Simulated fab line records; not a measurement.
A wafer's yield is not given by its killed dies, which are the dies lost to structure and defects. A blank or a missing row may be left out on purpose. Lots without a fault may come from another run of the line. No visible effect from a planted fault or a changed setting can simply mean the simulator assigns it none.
Which tool was responsible? -- flow gf180mcu -- route of 602 steps, sampled at 1 step: 6 lots, 18 wafers

WHAT THE GAUGES SHOWED, per wafer
GF_HV_LDD_CD_MEAS_07: the cd target is 400 nm.
lot,measured,on,cd_nm (nm)
L245,day 10 20:14,cd_sem-01,399.2 401.1 400.2
L249,day 12 01:53,cd_sem-02,400.0 398.0 399.9
L254,day 13 14:46,cd_sem-02,401.7 402.2 399.6
L258,day 14 16:08,cd_sem-01,399.8 399.7 400.6
L260,day 15 07:42,cd_sem-01,398.3 398.5 399.5
L265,day 16 22:38,cd_sem-02,402.0 402.6 403.3

EACH LOT AND THE TOOL THAT RAN IT (in order: tool; ch and the chambers of the sampled wafers; start)
Before these readings, the record contains no process step.

THE ANSWER, worked out from the rows above alone
Rule: usual is defined by the lots themselves. Put in order of their means at a reading, lots are off if they are a third of the lots or fewer, leave a main group of 4 or more, and stand apart from it by a gap of 3 or more times the standard deviation of the main group's means; of several such gaps the widest counts. The tables above print the reading to a certain number of digits; a main group whose means all agree to those digits is not used. Also off: a lot with no number at a reading for which 4 or more lots have one. All remaining lots with rows at the step are treated as sound.
No lot is off on any of the readings shown, so nothing can be concluded from this.

WHAT THE SIMULATOR PUT IN
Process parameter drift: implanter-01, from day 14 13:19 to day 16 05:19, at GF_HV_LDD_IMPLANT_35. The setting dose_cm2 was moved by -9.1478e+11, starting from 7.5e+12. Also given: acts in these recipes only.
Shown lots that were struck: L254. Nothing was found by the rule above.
